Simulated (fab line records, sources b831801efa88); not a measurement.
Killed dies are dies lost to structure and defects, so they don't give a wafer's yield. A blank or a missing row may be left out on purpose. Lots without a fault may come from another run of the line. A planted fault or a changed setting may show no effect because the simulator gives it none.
A struck lot beside a sound one | flow sky130 | 18 steps out of a route of 708
Sound: wafers L653.1, L653.2, L653.3. Struck: wafers L661.2, L661.3. (L661.4 of the same lot was not struck and is left out.) The cause comes at the end.
At each step with rows: each side's tool, then ch and its chambers, then its first start. Under that, the readings that differ: sound wafers | struck wafers | difference of the means | sigmas: that difference in standard deviations of wafers without a fault.
alike: readings whose means differ by less than 2 such deviations, and words and numbers that are the same on both sides. not compared: withheld readings, readings that some wafer has no value for, bounds like >300 that may hide the same value, and numbers for which the record gives no deviation and whose values overlap.
The two part at a step that has a row with sigmas, a row that says differs or no value, or rows on one side only. Numbers that don't overlap but have no deviation are shown without sigmas and don't part them. A reading that every wafer of one side lacks parts them only if that side has two wafers or more.

first, 2 steps without rows for these wafers: SKY_METAL2_CLEAN_23 (cleans in O3/DIW); SKY_VIA2_HDPCVD_00 (deposits SiO2, target thk 1180 nm, time 196.7 s).
SKY_VIA2_THK_MEAS_01:
  sound on film_metro-04, day 39 15:29; struck on film_metro-03, day 41 13:26
  alike: VIA2_HDPCVD_THK
SKY_VIA2_CMP_02: polishes SiO2.
  sound on cmp-01 ch 0,2,3, day 39 15:32; struck on cmp-02 ch 1,3, day 41 13:29
  alike: head_pressure_psi, motor_current_A
SKY_VIA2_BOW_MEAS_03:
  sound on film_metro-01, day 39 15:50; struck on film_metro-04, day 41 13:48
  alike: VIA2_BOW
then, 7 steps without rows for these wafers: SKY_VIA2_DEHYDRATE_04 (time 60 s); SKY_VIA2_HMDS_05 (prime time 60 s); SKY_VIA2_COAT_06 (resist thk 60 nm); SKY_VIA2_COAT_07 (resist thk 450 nm); SKY_VIA2_SOFTBAKE_08 (time 90 s); SKY_VIA2_EXPOSE_09 (exposes mask VIM2, target cd 200 nm); SKY_VIA2_PEB_10.
SKY_VIA2_DEVELOP_11: develop time 60 s.
  sound on litho_track-04 ch 0, day 40 16:00; struck on litho_track-02 ch 0, day 42 13:00
  alike: resist_line_temp_C
SKY_VIA2_CD_MEAS_12: target cd 200 nm.
  sound on cd_sem-01, day 40 16:46; struck on cd_sem-01, day 42 13:24
  reading    | sound             | struck      | difference | sigmas
  cd_nm (nm) | 198.3 197.9 197.3 | 194.4 196.0 | -2.6       | -2
SKY_VIA2_OVL_MEAS_13:
  sound on overlay-02, day 40 16:53; struck on overlay-02, day 42 13:30
  alike: VIA2_OVL
SKY_VIA2_ETCH_14: etches BARC in N2/H2, stops on SiO2, time 45.9 s, target depth 60 nm.
  sound on rie_diel-02 ch 0,1,3, day 40 16:55; struck on rie_diel-03 ch 2,3, day 42 13:32
  reading                | sound                | struck        | difference | sigmas
  throttle_valve_pct (%) | 13.238 13.232 13.235 | 13.206 13.224 | -0.020     | -2
  model.VIA2.cd_nm (nm)  | 199.1 198.4 197.4    | 194.4 195.1   | -3.6       |
  alike: drypump_motor_current_A, oes_product_au
  not compared: rf_hours_counter_h
SKY_VIA2_ETCH_15: etches SiO2 in C4F8/O2/Ar, stops on TiN, target depth 546 nm, time 84 s.
  sound on rie_diel-02 ch 0,1,3, day 40 16:58; struck on rie_diel-03 ch 2,3, day 42 13:34
  alike: oes_product_au
  not compared: rf_hours_counter_h
-- the record jumps here: 8 days lie between the struck wafers' starts before and after (it left off in module VIA2 and takes up again in module PAD_OPEN, whose first step shown is number 708 of the route) --
SKY_PAD_OPEN_PROBE_99:
  sound on prober-02, day 49 07:48; struck on prober-01, day 50 13:28
  alike: defect_limited_yield, killed_at_M0_to_M3, killed_at_M4_up, killed_at_contacts, killed_at_front_end, killed_at_other, killed_dies, killed_on_rim, killed_open, killed_short, sort_bin_3_pad_short, sort_bin_5_function, sort_bin_6_memory, sort_n_pass, sort_yield_pct

WHERE THEY PART
First at SKY_VIA2_CD_MEAS_12; last, within this record, at SKY_VIA2_ETCH_14. Later steps at which nothing parts them and some readings are alike: SKY_VIA2_ETCH_15, SKY_PAD_OPEN_PROBE_99.

WHY: what the simulator had put in
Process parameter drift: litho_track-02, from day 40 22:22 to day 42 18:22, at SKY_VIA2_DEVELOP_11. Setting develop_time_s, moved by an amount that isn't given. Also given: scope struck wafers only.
